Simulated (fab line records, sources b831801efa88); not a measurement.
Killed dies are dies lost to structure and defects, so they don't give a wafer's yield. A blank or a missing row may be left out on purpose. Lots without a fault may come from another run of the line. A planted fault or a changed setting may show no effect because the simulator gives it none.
fab line records | flow gf180mcu | part 1 of 2: steps 1 to 33 of 47
record lots=5 wafers=15 last_day=33
route steps=602 shown VT_IMPLANT@102 MVSD@136 NWELL@137 LVPWELL@138 MVPSD@139 DUAL_GATE@141
lots that met no fault: from a run of the same line without faults
start_h: hours from the record's first day to the start of the lot's first wafer shown | wait_h: hours since the lot's step before | " the same as in the row above | L1.1+2: a row that stands for several wafers | - no value, or no start given | * or withheld: withheld | < > ~ a bound
route shown NAME@n: a module of which the file shows steps, and the number in the route of the first | usual: mean/standard deviation of fault-free wafers | same: alike in all rows | chamber/n: place in a boat | sites: the reading at each site | _std_site: their standard deviation | _edge_site: outer sites' mean less inner sites' | radius_mm: how far each site lies from the wafer's centre | mask NAME#n: copy n | behind: the tool/chamber that last shaped the wafer | hold: why the lot was held/for how many hours/how that ended | device: the transistor (n, p or np) that didn't switch | end of line: the same wafers' tests at the end of the route | a step without rows: its recipe alone | killed: dies lost to structure and defects at the first sort, not the wafer's yield | map: a wafer's dies, x killed, . not, _ none there
set.NAME: the setting as run; set.NAME@STEP: as run at that earlier step | model.NAME: the simulator's own value behind a step, which no gauge read
lots at some steps of the route; a table a step, a row a wafer
services: from which hour (start_h, from the record's first day; less than 0 if before it) a tool's chamber was out of use, for how many hours, and why
## steps
# step GF_VT_IMPLANT_HMDS_12
# recipe prime_time_s=60 prime_temp_c=120
# columns lot.wafer tool chamber start_h wait_h
L076.2+5+6 litho_track-03 0 130.64 0.1
L081.1+3+5 litho_track-04 0 164.39 0.1
L087.2+4+6 litho_track-02 0 201.44 0.1
L090.1+3+4 litho_track-02 0 215.42 0.1
L091.1+2+5 litho_track-03 0 223.76 0.1
# step GF_VT_IMPLANT_COAT_13
# recipe resist=NOVOLAK spin_rpm=3000 resist_thk_nm=1000
# columns lot.wafer tool chamber start_h wait_h
L076.2+5+6 litho_track-03 0 130.79 0.1
L081.1+3+5 litho_track-04 0 164.54 0.1
L087.2+4+6 litho_track-02 0 201.59 0.1
L090.1+3+4 litho_track-02 0 215.57 0.1
L091.1+2+5 litho_track-03 0 223.91 0.1
# step GF_VT_IMPLANT_SOFTBAKE_14
# recipe temp_c=90 time_s=60 resist=NOVOLAK
# columns lot.wafer tool chamber start_h wait_h
L076.2+5+6 litho_track-03 0 130.94 0.1
L081.1+3+5 litho_track-04 0 164.69 0.1
L087.2+4+6 litho_track-02 0 201.74 0.1
L090.1+3+4 litho_track-02 0 215.72 0.1
L091.1+2+5 litho_track-03 0 224.06 0.1
# step GF_VT_IMPLANT_EXPOSE_15
# recipe mask_id=Nwell_LV_AREA target_cd_nm=860 na=0.6 source_shape=conventional sigma_outer=0.6 dose_mj=140
# columns lot.wafer tool chamber start_h wait_h mask
L076.2+5+6 iline_stepper-01 0 - - Nwell_LV_AREA#0
L081.1+3+5 iline_stepper-02 0 - - Nwell_LV_AREA#0
L087.2+4+6 iline_stepper-01 0 - - Nwell_LV_AREA#0
L090.1+3+4 iline_stepper-02 0 - - Nwell_LV_AREA#0
L091.1+2+5 iline_stepper-02 0 - - Nwell_LV_AREA#0
# step GF_VT_IMPLANT_PEB_16
# recipe temp_c=withheld time_s=* resist=NOVOLAK
# columns lot.wafer tool chamber start_h wait_h
L076.2+5+6 litho_track-04 0 - -
L081.1+3+5 litho_track-03 0 - -
L087.2+4+6 litho_track-02 0 - -
L090.1+3+4 litho_track-04 0 - -
L091.1+2+5 litho_track-04 0 - -
# step GF_VT_IMPLANT_DEVELOP_17
# recipe develop_time_s=60 dev_temp_c=23
# same develop_time_s=60
# columns lot.wafer tool chamber start_h wait_h
L076.2+5+6 litho_track-04 0 138.37 0.1
L081.1+3+5 litho_track-03 0 172.71 0.1
L087.2+4+6 litho_track-02 0 210.09 0.1
L090.1+3+4 litho_track-04 0 224.79 0.1
L091.1+2+5 litho_track-04 0 232.29 0.1
# step GF_VT_IMPLANT_OVL_MEAS_18
# usual VT_IMPLANT_01_OVL=1.0/1.2
# columns lot.wafer tool chamber start_h wait_h VT_IMPLANT_01_OVL[nm]
L076.2 overlay-01 - 138.50 0.1 0.9
L076.5 " - " " 2.2
L076.6 " - " " 3.1
L081.1 overlay-01 - 172.86 0.1 0.9
L081.3 " - " " 3.1
L081.5 " - " " 2.3
L087.2 overlay-02 - 210.22 0.1 1.1
L087.4 " - " " 1.4
L087.6 " - " " 1.1
L090.1 overlay-02 - 224.94 0.1 0.5
L090.3 " - " " 1.1
L090.4 " - " " -0.5
L091.1 overlay-02 - 232.44 0.1 0.4
L091.2 " - " " 0.7
L091.5 " - " " -0.2
# step GF_VT_IMPLANT_IMPLANT_19
# recipe species=As energy_kev=100 dose_cm2=4.35e+12 tilt_deg=7
# usual tilt_deg=7.000/0.022
# columns lot.wafer tool chamber start_h wait_h tilt_deg
L076.2 implanter-04 0 138.55 0.0 7.020
L076.5 " 0 " " 6.972
L076.6 " 0 " " 6.986
L081.1 implanter-02 0 172.90 0.0 6.993
L081.3 " 0 " " 7.022
L081.5 " 0 " " 7.010
L087.2 implanter-03 0 210.28 0.0 6.978
L087.4 " 0 " " 6.997
L087.6 " 0 " " 7.006
L090.1 implanter-03 0 224.98 0.0 6.943
L090.3 " 0 " " 6.987
L090.4 " 0 " " 6.988
L091.1 implanter-03 0 232.48 0.0 6.990
L091.2 " 0 " " 6.968
L091.5 " 0 " " 6.989
# step GF_VT_IMPLANT_STRIP_20
# recipe chemistry=O2/N2 power_w=1400 pressure_mtorr=1500 platen_temp_c=250 o2_flow_sccm=3000 n2_flow_sccm=300 overash_fraction=0.5
# usual drypump_motor_current_A=6.0/0.33 heater_power_w=340/39 oes_product_au=0.717/0.0048 strip_time_to_endpoint_s=12.620/0.026
# same overash_fraction=0.5
# columns lot.wafer tool chamber start_h wait_h drypump_motor_current_A heater_power_w oes_product_au rf_hours_counter_h strip_time_to_endpoint_s
L076.2 plasma_asher-01 1 138.68 0.1 5.6 378 0.710 48 12.612
L076.5 " 0 " " 6.5 378 0.712 - 12.598
L076.6 " 1 " " 5.6 374 0.723 - 12.628
L081.1 plasma_asher-03 0 173.05 0.1 6.0 288 0.715 6 12.562
L081.3 " 1 " " 5.7 316 0.723 - 12.577
L081.5 " 0 " " 6.0 289 0.717 - 12.630
L087.2 plasma_asher-01 0 210.40 0.1 6.4 384 0.715 56 12.658
L087.4 " 0 " " 6.4 373 0.720 - 12.643
L087.6 " 1 " " 5.6 379 0.721 - 12.668
L090.1 plasma_asher-01 0 225.13 0.1 6.5 378 0.716 58 12.665
L090.3 " 1 " " 5.6 380 0.712 - 12.638
L090.4 " 0 " " 6.5 392 0.707 - 12.623
L091.1 plasma_asher-03 0 232.63 0.1 6.0 293 0.709 13 12.652
L091.2 " 1 " " 5.6 314 0.707 13 12.608
L091.5 " 0 " " 6.0 293 0.718 - 12.621
# step GF_VT_IMPLANT_TW_MEAS_21
# usual VT_IMPLANT_2_TW=1204/11
# columns lot.wafer tool chamber start_h wait_h VT_IMPLANT_2_TW
L076.2 film_metro-01 - 138.79 0.1 1201
L076.5 " - " " 1199
L076.6 " - " " 1198
L081.1 film_metro-04 - 173.15 0.1 1210
L081.3 " - " " 1205
L081.5 " - " " 1200
L087.2 film_metro-02 - 210.51 0.1 1218
L087.4 " - " " 1217
L087.6 " - " " 1219
L090.1 film_metro-01 - 225.23 0.1 1205
L090.3 " - " " 1197
L090.4 " - " " 1196
L091.1 film_metro-02 - 232.73 0.1 1217
L091.2 " - " " 1226
L091.5 " - " " 1218
# step GF_VT_IMPLANT_DEHYDRATE_22
# recipe temp_c=200 time_s=60
# columns lot.wafer tool chamber start_h wait_h
L076.2+5+6 litho_track-02 0 145.44 6.6
L081.1+3+5 litho_track-04 0 180.44 7.3
L087.2+4+6 litho_track-02 0 218.14 7.6
L090.1+3+4 litho_track-02 0 233.52 8.3
L091.1+2+5 litho_track-02 0 241.27 8.5
# step GF_VT_IMPLANT_HMDS_23
# recipe prime_time_s=60 prime_temp_c=120
# columns lot.wafer tool chamber start_h wait_h
L076.2+5+6 litho_track-02 0 145.59 0.1
L081.1+3+5 litho_track-04 0 180.59 0.1
L087.2+4+6 litho_track-02 0 218.29 0.1
L090.1+3+4 litho_track-02 0 233.67 0.1
L091.1+2+5 litho_track-02 0 241.42 0.1
# step GF_VT_IMPLANT_COAT_24
# recipe resist=NOVOLAK spin_rpm=3000 resist_thk_nm=1000
# columns lot.wafer tool chamber start_h wait_h
L076.2+5+6 litho_track-02 0 145.74 0.1
L081.1+3+5 litho_track-04 0 180.74 0.1
L087.2+4+6 litho_track-02 0 218.44 0.1
L090.1+3+4 litho_track-02 0 233.82 0.1
L091.1+2+5 litho_track-02 0 241.57 0.1
# step GF_VT_IMPLANT_SOFTBAKE_25
# recipe temp_c=90 time_s=60 resist=NOVOLAK
# columns lot.wafer tool chamber start_h wait_h
L076.2+5+6 litho_track-02 0 145.89 0.1
L081.1+3+5 litho_track-04 0 180.89 0.1
L087.2+4+6 litho_track-02 0 218.59 0.1
L090.1+3+4 litho_track-02 0 233.97 0.1
L091.1+2+5 litho_track-02 0 241.72 0.1
# step GF_VT_IMPLANT_EXPOSE_26
# recipe mask_id=LVPWELL_HV_AREA target_cd_nm=860 na=0.6 source_shape=conventional sigma_outer=0.6 dose_mj=140
# columns lot.wafer tool chamber start_h wait_h mask
L076.2+5+6 iline_stepper-01 0 - - LVPWELL_HV_AREA#0
L081.1+3+5 iline_stepper-01 0 - - LVPWELL_HV_AREA#0
L087.2+4+6 iline_stepper-01 0 - - LVPWELL_HV_AREA#0
L090.1+3+4 iline_stepper-01 0 - - LVPWELL_HV_AREA#0
L091.1+2+5 iline_stepper-01 0 - - LVPWELL_HV_AREA#0
# step GF_VT_IMPLANT_PEB_27
# recipe temp_c=withheld time_s=* resist=NOVOLAK
# columns lot.wafer tool chamber start_h wait_h
L076.2+5+6 litho_track-02 0 - -
L081.1+3+5 litho_track-03 0 - -
L087.2+4+6 litho_track-03 0 - -
L090.1+3+4 litho_track-04 0 - -
L091.1+2+5 litho_track-02 0 - -
# step GF_VT_IMPLANT_DEVELOP_28
# recipe develop_time_s=60 dev_temp_c=23
# same develop_time_s=60
# columns lot.wafer tool chamber start_h wait_h
L076.2+5+6 litho_track-02 0 153.59 0.1
L081.1+3+5 litho_track-03 0 189.16 0.1
L087.2+4+6 litho_track-03 0 227.84 0.1
L090.1+3+4 litho_track-04 0 242.49 0.1
L091.1+2+5 litho_track-02 0 250.92 0.1
# step GF_VT_IMPLANT_OVL_MEAS_29
# usual VT_IMPLANT_02_OVL=-0.4/1.4
# columns lot.wafer tool chamber start_h wait_h VT_IMPLANT_02_OVL[nm]
L076.2 overlay-01 - 153.72 0.1 -1.5
L076.5 " - " " -1.6
L076.6 " - " " 0.1
L081.1 overlay-02 - 189.31 0.1 -2.3
L081.3 " - " " -3.4
L081.5 " - " " -4.4
L087.2 overlay-01 - 227.97 0.1 -0.8
L087.4 " - " " -0.2
L087.6 " - " " -1.1
L090.1 overlay-02 - 242.64 0.1 -0.3
L090.3 " - " " 0.4
L090.4 " - " " 0.1
L091.1 overlay-02 - 251.07 0.1 -0.2
L091.2 " - " " 0.8
L091.5 " - " " 0.9
# step GF_VT_IMPLANT_IMPLANT_30
# recipe species=B energy_kev=25 dose_cm2=2.534e+12 tilt_deg=7
# usual tilt_deg=6.999/0.02
# columns lot.wafer tool chamber start_h wait_h tilt_deg
L076.2 implanter-02 0 153.78 0.0 7.039
L076.5 " 0 " " 7.013
L076.6 " 0 " " 7.017
L081.1 implanter-02 0 189.35 0.0 7.004
L081.3 " 0 " " 6.996
L081.5 " 0 " " 7.003
L087.2 implanter-03 0 228.02 0.0 7.005
L087.4 " 0 " " 7.015
L087.6 " 0 " " 6.995
L090.1 implanter-02 0 242.68 0.0 7.022
L090.3 " 0 " " 6.992
L090.4 " 0 " " 7.008
L091.1 implanter-03 0 251.10 0.0 6.998
L091.2 " 0 " " 6.991
L091.5 " 0 " " 7.001
# step GF_VT_IMPLANT_STRIP_31
# recipe chemistry=O2/N2 power_w=1400 pressure_mtorr=1500 platen_temp_c=250 o2_flow_sccm=3000 n2_flow_sccm=300 overash_fraction=0.5
# usual drypump_motor_current_A=6.05/0.28 heater_power_w=328/37 oes_product_au=0.716/0.0047 strip_time_to_endpoint_s=12.63/0.038
# same overash_fraction=0.5
# columns lot.wafer tool chamber start_h wait_h drypump_motor_current_A heater_power_w oes_product_au rf_hours_counter_h strip_time_to_endpoint_s
L076.2 plasma_asher-04 1 153.90 0.1 6.09 301 0.718 50 12.66
L076.5 " 0 " " 6.20 314 0.713 - 12.67
L076.6 " 1 " " 6.09 301 0.712 - 12.63
L081.1 plasma_asher-03 1 189.50 0.1 5.69 314 0.719 7 12.57
L081.3 " 1 " " 5.70 318 0.719 - 12.57
L081.5 " 1 " " 5.68 318 0.713 - 12.58
L087.2 plasma_asher-01 1 228.15 0.1 5.57 380 0.719 59 12.66
L087.4 " 0 " " 6.48 393 0.709 - 12.67
L087.6 " 1 " " 5.58 391 0.712 - 12.69
L090.1 plasma_asher-04 0 242.83 0.1 6.20 316 0.711 59 12.63
L090.3 " 0 " " 6.20 317 0.725 - 12.62
L090.4 " 1 " " 6.10 289 0.723 - 12.69
L091.1 plasma_asher-04 0 251.25 0.1 6.20 319 0.718 59 12.61
L091.2 " 1 " " 6.06 294 0.716 59 12.63
L091.5 " 0 " " 6.19 313 0.722 - 12.67
# step GF_VT_IMPLANT_TW_MEAS_32
# usual VT_IMPLANT_3_TW=267.0/2.2
# columns lot.wafer tool chamber start_h wait_h VT_IMPLANT_3_TW
L076.2 film_metro-04 - 154.01 0.1 264.9
L076.5 " - " " 265.2
L076.6 " - " " 265.7
L081.1 film_metro-01 - 189.60 0.1 264.9
L081.3 " - " " 264.8
L081.5 " - " " 265.3
L087.2 film_metro-04 - 228.26 0.1 269.0
L087.4 " - " " 268.9
L087.6 " - " " 267.4
L090.1 film_metro-02 - 242.93 0.1 270.1
L090.3 " - " " 271.6
L090.4 " - " " 270.2
L091.1 film_metro-01 - 251.35 0.1 263.0
L091.2 " - " " 264.1
L091.5 " - " " 263.4
# step GF_VT_IMPLANT_DEHYDRATE_33
# recipe temp_c=200 time_s=60
# columns lot.wafer tool chamber start_h wait_h
L076.2+5+6 litho_track-04 0 160.97 6.9
L081.1+3+5 litho_track-03 0 196.76 7.2
L087.2+4+6 litho_track-02 0 235.99 7.7
L090.1+3+4 litho_track-04 0 251.34 8.4
L091.1+2+5 litho_track-03 0 260.11 8.7
# step GF_VT_IMPLANT_HMDS_34
# recipe prime_time_s=60 prime_temp_c=120
# columns lot.wafer tool chamber start_h wait_h
L076.2+5+6 litho_track-04 0 161.12 0.1
L081.1+3+5 litho_track-03 0 196.91 0.1
L087.2+4+6 litho_track-02 0 236.14 0.1
L090.1+3+4 litho_track-04 0 251.49 0.1
L091.1+2+5 litho_track-03 0 260.26 0.1
# step GF_VT_IMPLANT_COAT_35
# recipe resist=NOVOLAK spin_rpm=3000 resist_thk_nm=1000
# columns lot.wafer tool chamber start_h wait_h
L076.2+5+6 litho_track-04 0 161.27 0.1
L081.1+3+5 litho_track-03 0 197.06 0.1
L087.2+4+6 litho_track-02 0 236.29 0.1
L090.1+3+4 litho_track-04 0 251.64 0.1
L091.1+2+5 litho_track-03 0 260.41 0.1
# step GF_VT_IMPLANT_SOFTBAKE_36
# recipe temp_c=90 time_s=60 resist=NOVOLAK
# columns lot.wafer tool chamber start_h wait_h
L076.2+5+6 litho_track-04 0 161.42 0.1
L081.1+3+5 litho_track-03 0 197.21 0.1
L087.2+4+6 litho_track-02 0 236.44 0.1
L090.1+3+4 litho_track-04 0 251.79 0.1
L091.1+2+5 litho_track-03 0 260.56 0.1
# step GF_VT_IMPLANT_EXPOSE_37
# recipe mask_id=Nwell_HV_AREA target_cd_nm=860 na=0.6 source_shape=conventional sigma_outer=0.6 dose_mj=140
# columns lot.wafer tool chamber start_h wait_h mask
L076.2+5+6 iline_stepper-01 0 - - Nwell_HV_AREA#0
L081.1+3+5 iline_stepper-01 0 - - Nwell_HV_AREA#0
L087.2+4+6 iline_stepper-02 0 - - Nwell_HV_AREA#0
L090.1+3+4 iline_stepper-02 0 - - Nwell_HV_AREA#0
L091.1+2+5 iline_stepper-01 0 - - Nwell_HV_AREA#0
# step GF_VT_IMPLANT_PEB_38
# recipe temp_c=withheld time_s=* resist=NOVOLAK
# columns lot.wafer tool chamber start_h wait_h
L076.2+5+6 litho_track-03 0 - -
L081.1+3+5 litho_track-03 0 - -
L087.2+4+6 litho_track-04 0 - -
L090.1+3+4 litho_track-03 0 - -
L091.1+2+5 litho_track-03 0 - -
# step GF_VT_IMPLANT_DEVELOP_39
# recipe develop_time_s=60 dev_temp_c=23
# same develop_time_s=60
# columns lot.wafer tool chamber start_h wait_h
L076.2+5+6 litho_track-03 0 169.59 0.1
L081.1+3+5 litho_track-03 0 206.06 0.1
L087.2+4+6 litho_track-04 0 245.67 0.1
L090.1+3+4 litho_track-03 0 260.86 0.1
L091.1+2+5 litho_track-03 0 270.16 0.1
# step GF_VT_IMPLANT_OVL_MEAS_40
# usual VT_IMPLANT_03_OVL=-0.1/1.2
# columns lot.wafer tool chamber start_h wait_h VT_IMPLANT_03_OVL[nm]
L076.2 overlay-02 - 169.72 0.1 -1.8
L076.5 " - " " -1.7
L076.6 " - " " -1.1
L081.1 overlay-01 - 206.21 0.1 0.5
L081.3 " - " " 1.4
L081.5 " - " " 0.2
L087.2 overlay-01 - 245.80 0.1 -0.3
L087.4 " - " " -0.3
L087.6 " - " " -1.5
L090.1 overlay-02 - 261.01 0.1 -1.2
L090.3 " - " " -1.3
L090.4 " - " " 1.3
L091.1 overlay-01 - 270.31 0.1 0.1
L091.2 " - " " -0.4
L091.5 " - " " -0.4
# step GF_VT_IMPLANT_IMPLANT_41
# recipe species=As energy_kev=70 dose_cm2=1.013e+12 tilt_deg=7
# usual tilt_deg=6.999/0.02
# columns lot.wafer tool chamber start_h wait_h tilt_deg
L076.2 implanter-04 0 169.77 0.0 7.002
L076.5 " 0 " " 6.979
L076.6 " 0 " " 7.044
L081.1 implanter-02 0 206.25 0.0 7.001
L081.3 " 0 " " 6.986
L081.5 " 0 " " 6.985
L087.2 implanter-04 0 245.85 0.0 7.016
L087.4 " 0 " " 7.035
L087.6 " 0 " " 7.016
L090.1 implanter-04 0 261.05 0.0 6.981
L090.3 " 0 " " 6.989
L090.4 " 0 " " 6.982
L091.1 implanter-03 0 270.35 0.0 7.010
L091.2 " 0 " " 7.034
L091.5 " 0 " " 6.994
# step GF_VT_IMPLANT_STRIP_42
# recipe chemistry=O2/N2 power_w=1400 pressure_mtorr=1500 platen_temp_c=250 o2_flow_sccm=3000 n2_flow_sccm=300 overash_fraction=0.5
# usual drypump_motor_current_A=6.02/0.27 heater_power_w=324/36 oes_product_au=0.717/0.0038 strip_time_to_endpoint_s=12.64/0.035
# same overash_fraction=0.5
# columns lot.wafer tool chamber start_h wait_h drypump_motor_current_A heater_power_w oes_product_au rf_hours_counter_h strip_time_to_endpoint_s
L076.2 plasma_asher-03 0 169.90 0.1 6.01 293 0.715 5 12.61
L076.5 " 0 " " 5.99 291 0.717 - 12.62
L076.6 " 1 " " 5.68 313 0.715 - 12.59
L081.1 plasma_asher-03 0 206.40 0.1 6.00 287 0.720 9 12.67
L081.3 " 1 " " 5.68 313 0.718 - 12.64
L081.5 " 1 " " 5.67 313 0.721 - 12.64
L087.2 plasma_asher-03 1 245.98 0.1 5.71 314 0.714 14 12.64
L087.4 " 0 " " 6.00 289 0.718 - 12.58
L087.6 " 1 " " 5.70 310 0.722 - 12.60
L090.1 plasma_asher-03 0 261.20 0.1 6.00 286 0.717 16 12.62
L090.3 " 0 " " 6.01 294 0.718 - 12.62
L090.4 " 1 " " 5.69 325 0.717 - 12.61
L091.1 plasma_asher-04 1 270.50 0.1 6.07 288 0.714 61 12.64
L091.2 " 0 " " 6.18 321 0.716 61 12.67
L091.5 " 0 " " 6.21 320 0.713 - 12.66
# step GF_VT_IMPLANT_TW_MEAS_43
# usual VT_IMPLANT_4_TW=688/6.5
# columns lot.wafer tool chamber start_h wait_h VT_IMPLANT_4_TW
L076.2 film_metro-01 - 170.01 0.1 684
L076.5 " - " " 688
L076.6 " - " " 682
L081.1 film_metro-04 - 206.50 0.1 682
L081.3 " - " " 683
L081.5 " - " " 684
L087.2 film_metro-01 - 246.09 0.1 679
L087.4 " - " " 673
L087.6 " - " " 678
L090.1 film_metro-02 - 261.30 0.1 691
L090.3 " - " " 694
L090.4 " - " " 699
L091.1 film_metro-04 - 270.60 0.1 686
L091.2 " - " " 686
L091.5 " - " " 681
# step GF_VT_IMPLANT_CLEAN_44
# recipe chemistry=SC1/SC2 mix=1:4:20 temp_c=70 time_s=150 dry=n2_spin
# columns lot.wafer tool chamber start_h wait_h
L076.2+5+6 wet_bench-04 1 170.06 0.0
L081.1+3+5 wet_bench-04 3 206.56 0.1
L087.2+4+6 wet_bench-03 3 246.14 0.0
L090.1+3+4 wet_bench-03 0 261.36 0.1
L091.1+2+5 wet_bench-03 3 270.66 0.1
